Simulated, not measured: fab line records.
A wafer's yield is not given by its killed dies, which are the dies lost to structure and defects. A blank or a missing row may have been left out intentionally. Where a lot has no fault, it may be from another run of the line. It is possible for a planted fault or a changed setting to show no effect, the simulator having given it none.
Which tool did it?	flow gf180mcu	24 lots, 72 wafers sampled, at 6 steps of a route of 602

## WHAT EACH GAUGE READ, for each wafer
The record lacks any reading of a measuring or inspecting step that a usual standard deviation could be used to judge.

## WHICH TOOL RAN EACH LOT (tool, then ch and the chambers of the sampled wafers, then the start)
lot	GF_V1_STRIP_18	GF_M2_SPUTTER_02	GF_M2_STRIP_17	GF_V3_CVD_02	GF_V3_CVD_23	GF_M4_SPUTTER_04
L074	plasma asher-04 ch 0,1, day 18 02:07	pvd sputter-03, day 18 03:38	plasma asher-04 ch 0,1, day 19 04:02	pecvd-04 ch 0,1, day 21 08:19	cvd w-01 ch 0,1, day 22 09:37	pvd sputter-04, day 22 10:25
L075	plasma asher-03 ch 0,1, day 18 10:24	pvd sputter-04, day 18 11:46	plasma asher-01 ch 0,1, day 19 12:20	pecvd-01 ch 1,2, day 21 16:55	cvd w-01 ch 0, day 22 17:47	pvd sputter-04, day 22 18:41
L076	plasma asher-01 ch 0,1, day 18 17:29	pvd sputter-03, day 18 18:50	plasma asher-02 ch 0,1, day 19 19:40	pecvd-03 ch 0,2, day 21 23:11	cvd w-02 ch 0,1, day 23 00:23	pvd sputter-04, day 23 01:10
L077	plasma asher-01 ch 0,1, day 19 06:24	pvd sputter-03, day 19 07:45	plasma asher-04 ch 0,1, day 20 07:59	pecvd-04 ch 0,1,2, day 22 11:32	cvd w-01 ch 0,1, day 23 11:38	pvd sputter-03, day 23 12:25
L078	plasma asher-01 ch 0,1, day 20 01:44	pvd sputter-03, day 20 03:05	plasma asher-04 ch 0,1, day 21 03:53	pecvd-04 ch 0,1,2, day 23 05:45	cvd w-02 ch 0,1, day 24 04:44	pvd sputter-04, day 24 05:28
L079	plasma asher-01 ch 0,1, day 20 08:22	pvd sputter-03, day 20 09:43	plasma asher-02 ch 1, day 21 10:15	pecvd-03 ch 0,1,2, day 23 12:30	cvd w-02 ch 0,1, day 24 12:12	pvd sputter-01, day 24 12:58
L080	plasma asher-01 ch 0,1, day 20 16:11	pvd sputter-03, day 20 17:32	plasma asher-04 ch 0,1, day 21 17:07	pecvd-03 ch 1,2, day 23 19:13	cvd w-02 ch 0,1, day 24 19:08	pvd sputter-03, day 24 19:55
L081	plasma asher-04 ch 0,1, day 20 22:47	pvd sputter-03, day 21 00:08	plasma asher-01 ch 0,1, day 22 00:28	pecvd-03 ch 0,2, day 24 02:34	cvd w-01 ch 0,1, day 25 02:17	pvd sputter-01, day 25 03:25
L082	plasma asher-03 ch 0,1, day 21 08:25	pvd sputter-03, day 21 09:46	plasma asher-04 ch 0,1, day 22 09:17	pecvd-03 ch 1,2, day 24 10:17	cvd w-02 ch 0, day 25 09:17	pvd sputter-04, day 25 10:04
L083	plasma asher-03 ch 0,1, day 22 00:29	pvd sputter-01, day 22 01:52	plasma asher-02 ch 1, day 23 01:26	pecvd-01 ch 0,1, day 25 01:50	cvd w-02 ch 1, day 26 00:16	pvd sputter-03, day 26 01:02
L084	plasma asher-04 ch 0,1, day 22 09:29	pvd sputter-03, day 22 10:53	plasma asher-01 ch 0,1, day 23 10:08	pecvd-03 ch 0,1, day 25 10:15	cvd w-02 ch 0,1, day 26 08:47	pvd sputter-04, day 26 09:34
L085	plasma asher-03 ch 0,1, day 22 16:26	pvd sputter-01, day 22 18:16	plasma asher-01 ch 0,1, day 23 17:32	pecvd-03 ch 1,2, day 25 16:29	cvd w-02 ch 0,1, day 26 15:34	pvd sputter-04, day 26 16:20
L086	plasma asher-01 ch 0,1, day 23 00:11	pvd sputter-04, day 23 01:50	plasma asher-02 ch 0, day 24 00:22	pecvd-01 ch 0,1, day 26 01:13	cvd w-01 ch 0,1, day 26 23:49	pvd sputter-01, day 27 00:35
L087	plasma asher-04 ch 0,1, day 23 05:43	pvd sputter-04, day 23 07:04	plasma asher-04 ch 0,1, day 24 05:38	pecvd-01 ch 0,2, day 26 04:36	cvd w-01 ch 0,1, day 27 01:59	pvd sputter-01, day 27 02:45
L088	plasma asher-03 ch 0,1, day 23 06:28	pvd sputter-01, day 23 07:49	plasma asher-02 ch 0,1, day 24 06:11	pecvd-03 ch 0,1, day 26 04:49	cvd w-01 ch 0,1, day 27 02:43	pvd sputter-03, day 27 03:27
L089	plasma asher-03 ch 0,1, day 23 20:49	pvd sputter-01, day 23 22:10	plasma asher-04 ch 0,1, day 24 20:26	pecvd-04 ch 0,1, day 26 17:59	cvd w-02 ch 0,1, day 27 15:04	pvd sputter-04, day 27 15:50
L090	plasma asher-01 ch 0,1, day 24 01:22	pvd sputter-01, day 24 02:44	plasma asher-04 ch 0,1, day 25 00:56	pecvd-01 ch 0,1, day 26 22:14	cvd w-01 ch 0,1, day 27 19:38	pvd sputter-03, day 27 20:25
L091	plasma asher-03 ch 0,1, day 24 10:16	pvd sputter-04, day 24 11:58	plasma asher-02 ch 1, day 25 09:56	pecvd-01 ch 0,2, day 27 07:08	cvd w-01 ch 0, day 28 04:59	pvd sputter-01, day 28 05:45
L092	plasma asher-04 ch 0,1, day 24 16:52	pvd sputter-04, day 24 18:11	plasma asher-04 ch 0,1, day 25 15:28	pecvd-01 ch 0,1,2, day 27 12:22	cvd w-01 ch 0,1, day 28 09:53	pvd sputter-03, day 28 10:38
L093	plasma asher-01 ch 0,1, day 24 21:51	pvd sputter-03, day 24 23:13	plasma asher-04 ch 0,1, day 25 19:56	pecvd-03 ch 0,1, day 27 16:56	cvd w-01 ch 0,1, day 28 14:01	pvd sputter-04, day 28 14:47
L094	plasma asher-01 ch 0,1, day 25 04:29	pvd sputter-01, day 25 05:51	plasma asher-04 ch 0,1, day 26 02:52	pecvd-03 ch 0,1, day 27 23:04	cvd w-02 ch 0,1, day 28 20:08	pvd sputter-04, day 28 20:54
L095	plasma asher-04 ch 0,1, day 25 14:00	pvd sputter-01, day 25 15:22	plasma asher-04 ch 0,1, day 26 12:41	pecvd-01 ch 0,1,2, day 28 08:55	cvd w-02 ch 0,1, day 29 05:26	pvd sputter-01, day 29 06:13
L096	plasma asher-03 ch 0,1, day 25 18:59	pvd sputter-03, day 25 20:24	plasma asher-01 ch 0,1, day 26 17:10	pecvd-01 ch 0,1, day 28 13:07	cvd w-01 ch 0,1, day 29 08:59	pvd sputter-04, day 29 09:44
L097	plasma asher-04 ch 0,1, day 26 05:53	pvd sputter-03, day 26 07:15	plasma asher-02 ch 0,1, day 27 04:28	pecvd-01 ch 0,2, day 28 23:05	cvd w-02 ch 1, day 29 19:20	pvd sputter-04, day 29 20:06
- GF_V1_STRIP_18: strips in O2/N2.
- GF_M2_SPUTTER_02: material AlCu, target thk 450 nm, time 23.9 s.
- GF_M2_STRIP_17: strips in O2/N2.
- GF_V3_CVD_02: deposits SiO2 from TEOS, target thk 850 nm, time 94.851 s.
- GF_V3_CVD_23: deposits W, target thk 350 nm, time 104.9 s.
- GF_M4_SPUTTER_04: material TiN, target thk 50 nm, time 41.7 s.

## AS READ BY THE TOOLS THEMSELVES (means over the sampled wafers that have a number; for cases with no such wafer, the mark the record gives instead)
GF_V1_STRIP_18. Usual: drypump motor current A 5.7 A, standard deviation 0.48; heater power w 323 W, standard deviation 35; oes product au 0.592 a.u., standard deviation 0.0049.
lot	tool	drypump motor current A (A)	heater power w (W)	oes product au (a.u.)	flag
L074	plasma asher-04	5.8	370	0.595	
L075	plasma asher-03	5.5	341	0.595	
L076	plasma asher-01	5.3	278	0.594	
L077	plasma asher-01	5.7	297	0.593	
L078	plasma asher-01	5.3	286	0.589	
L079	plasma asher-01	5.3	282	0.591	
L080	plasma asher-01	5.7	299	0.587	
L081	plasma asher-04	5.8	346	0.597	
L082	plasma asher-03	5.5	342	0.596	
L083	plasma asher-03	5.5	342	0.589	
L084	plasma asher-04	5.8	347	0.593	
L085	plasma asher-03	5.6	327	0.592	
L086	plasma asher-01	5.3	288	0.593	
L087	plasma asher-04	6.2	358	0.596	
L088	plasma asher-03	5.6	326	0.595	
L089	plasma asher-03	5.6	321	0.593	
L090	plasma asher-01	5.4	281	0.590	
L091	plasma asher-03	5.6	326	0.587	
L092	plasma asher-04	5.8	348	0.593	
L093	plasma asher-01	5.7	296	0.591	
L094	plasma asher-01	5.7	293	0.592	
L095	plasma asher-04	5.8	345	0.592	
L096	plasma asher-03	5.5	344	0.591	
L097	plasma asher-04	5.8	352	0.590	

GF_M2_SPUTTER_02. Usual: chamber pressure pa 0.4000 Pa, standard deviation 0.00094; throttle valve pct 30.1 %, standard deviation 0.68.
lot	tool	chamber pressure pa (Pa)	throttle valve pct (%)	flag
L074	pvd sputter-03	0.4007	29.4	
L075	pvd sputter-04	0.4004	31.2	
L076	pvd sputter-03	0.4009	29.8	
L077	pvd sputter-03	0.4008	29.6	
L078	pvd sputter-03	0.4003	29.8	
L079	pvd sputter-03	0.3996	29.8	
L080	pvd sputter-03	0.4009	29.5	
L081	pvd sputter-03	0.3995	29.6	
L082	pvd sputter-03	0.4001	29.8	
L083	pvd sputter-01	0.4002	30.2	
L084	pvd sputter-03	0.3998	30.1	
L085	pvd sputter-01	0.4000	30.0	
L086	pvd sputter-04	0.3992	31.3	
L087	pvd sputter-04	0.4001	31.2	
L088	pvd sputter-01	0.4006	30.2	
L089	pvd sputter-01	0.4009	29.8	
L090	pvd sputter-01	0.4004	30.0	
L091	pvd sputter-04	0.3996	30.7	
L092	pvd sputter-04	0.3988	30.8	
L093	pvd sputter-03	0.3996	29.4	
L094	pvd sputter-01	0.4001	30.1	
L095	pvd sputter-01	0.3999	29.9	
L096	pvd sputter-03	0.3994	29.8	
L097	pvd sputter-03	0.4008	30.0	

GF_M2_STRIP_17. Usual: drypump motor current A 5.7 A, standard deviation 0.52; heater power w 342 W, standard deviation 32; oes product au 0.558 a.u., standard deviation 0.0052; strip time to endpoint s 7.89 s, standard deviation 0.043.
lot	tool	drypump motor current A (A)	heater power w (W)	oes product au (a.u.)	strip time to endpoint s (s)	flag
L074	plasma asher-04	5.8	341	0.561	7.93	
L075	plasma asher-01	5.3	282	0.559	7.92	
L076	plasma asher-02	5.4	362	0.560	7.91	
L077	plasma asher-04	5.8	343	0.555	7.84	
L078	plasma asher-04	5.8	343	0.560	7.87	
L079	plasma asher-02	5.2	365	0.561	7.91	
L080	plasma asher-04	6.2	357	0.558	7.94	
L081	plasma asher-01	5.3	288	0.557	7.83	
L082	plasma asher-04	6.2	357	0.557	7.92	
L083	plasma asher-02	5.3	357	0.559	7.84	
L084	plasma asher-01	5.7	295	0.555	7.89	
L085	plasma asher-01	5.7	292	0.559	7.90	
L086	plasma asher-02	5.6	364	0.557	7.93	
L087	plasma asher-04	5.8	347	0.552	7.93	
L088	plasma asher-02	5.4	364	0.558	7.86	
L089	plasma asher-04	5.8	343	0.557	7.91	
L090	plasma asher-04	5.8	340	0.561	7.89	
L091	plasma asher-02	5.3	363	0.559	7.91	
L092	plasma asher-04	6.2	359	0.559	7.86	
L093	plasma asher-04	5.8	343	0.556	7.84	
L094	plasma asher-04	6.2	363	0.564	7.91	
L095	plasma asher-04	6.2	356	0.556	7.86	
L096	plasma asher-01	5.7	295	0.555	7.84	
L097	plasma asher-02	5.3	366	0.558	7.90	

GF_V3_CVD_02. Usual: heater power w 625 W, standard deviation 100; susceptor temp C 399.98 C, standard deviation 0.23.
lot	tool	heater power w (W)	susceptor temp C (C)	flag
L074	pecvd-04	635	400.11	
L075	pecvd-01	729	399.87	
L076	pecvd-03	596	400.16	
L077	pecvd-04	652	399.88	
L078	pecvd-04	611	400.15	
L079	pecvd-03	570	399.96	
L080	pecvd-03	604	400.00	
L081	pecvd-03	608	399.66	
L082	pecvd-03	513	400.09	
L083	pecvd-01	583	400.04	
L084	pecvd-03	650	399.89	
L085	pecvd-03	574	399.99	
L086	pecvd-01	538	399.83	
L087	pecvd-01	645	399.92	
L088	pecvd-03	585	400.19	
L089	pecvd-04	685	400.01	
L090	pecvd-01	580	399.98	
L091	pecvd-01	744	399.77	
L092	pecvd-01	646	399.69	
L093	pecvd-03	591	400.01	
L094	pecvd-03	634	400.00	
L095	pecvd-01	705	400.05	
L096	pecvd-01	531	400.09	
L097	pecvd-01	642	400.18	

GF_V3_CVD_23. Usual: chamber pressure Torr 40.01 Torr, standard deviation 0.085; heater power w 970 W, standard deviation 110; susceptor temp C 400.01 C, standard deviation 0.22.
lot	tool	chamber pressure Torr (Torr)	heater power w (W)	susceptor temp C (C)	flag
L074	cvd w-01	40.05	872	400.19	
L075	cvd w-01	39.99	841	399.88	
L076	cvd w-02	40.04	1074	400.11	
L077	cvd w-01	39.93	864	400.16	
L078	cvd w-02	39.99	1011	399.89	
L079	cvd w-02	40.07	1075	399.93	
L080	cvd w-02	40.04	1016	399.73	
L081	cvd w-01	40.04	881	399.93	
L082	cvd w-02	40.08	939	400.04	
L083	cvd w-02	39.96	1153	400.07	
L084	cvd w-02	39.98	1004	400.05	
L085	cvd w-02	40.00	1005	399.93	
L086	cvd w-01	39.98	884	400.16	
L087	cvd w-01	40.00	885	400.31	
L088	cvd w-01	40.03	910	399.88	
L089	cvd w-02	40.13	1017	400.07	
L090	cvd w-01	40.04	913	400.09	
L091	cvd w-01	39.94	866	400.27	
L092	cvd w-01	40.03	920	399.91	
L093	cvd w-01	39.95	910	399.76	
L094	cvd w-02	39.98	1017	399.87	
L095	cvd w-02	39.98	1085	399.57	
L096	cvd w-01	40.02	918	399.98	
L097	cvd w-02	40.19	1149	399.97	

GF_M4_SPUTTER_04. Usual: chamber pressure pa 0.4000 Pa, standard deviation 0.00082; throttle valve pct 30.5 %, standard deviation 0.77.
lot	tool	chamber pressure pa (Pa)	throttle valve pct (%)	flag
L074	pvd sputter-04	0.3999	30.7	
L075	pvd sputter-04	0.4000	31.2	
L076	pvd sputter-04	0.3996	30.7	
L077	pvd sputter-03	0.4006	29.7	
L078	pvd sputter-04	0.4009	31.0	
L079	pvd sputter-01	0.3992	29.9	
L080	pvd sputter-03	0.3990	29.4	
L081	pvd sputter-01	0.4000	30.0	
L082	pvd sputter-04	0.4011	31.3	
L083	pvd sputter-03	0.3999	29.7	
L084	pvd sputter-04	0.3996	31.0	
L085	pvd sputter-04	0.3995	31.0	
L086	pvd sputter-01	0.3999	30.1	
L087	pvd sputter-01	0.4002	30.2	
L088	pvd sputter-03	0.3992	29.7	
L089	pvd sputter-04	0.3991	31.1	
L090	pvd sputter-03	0.4000	29.5	
L091	pvd sputter-01	0.4006	30.0	
L092	pvd sputter-03	0.4000	29.7	
L093	pvd sputter-04	0.3997	31.3	
L094	pvd sputter-04	0.4001	31.2	
L095	pvd sputter-01	0.4000	30.1	
L096	pvd sputter-04	0.4000	31.3	
L097	pvd sputter-04	0.3992	30.9	

## THE ANSWER, worked out from the rows above alone
Rule: a lot counts as off when the mean over its wafers that have a number is more than 3 standard deviations away from the usual mean. A lot without any number at a reading at which 4 lots or more have one is off too. All remaining lots with rows at the step are treated as sound. After the gauges, taken in route order, come the tools' own readings; for these a lot's mean is taken, as printed above. At the first step where some lot is off, the reading lying furthest off is the one used; lots without a number count as furthest.
Across all readings shown, no lot is off: no conclusion can be drawn from this.

## WHAT THE SIMULATOR HAD INSERTED
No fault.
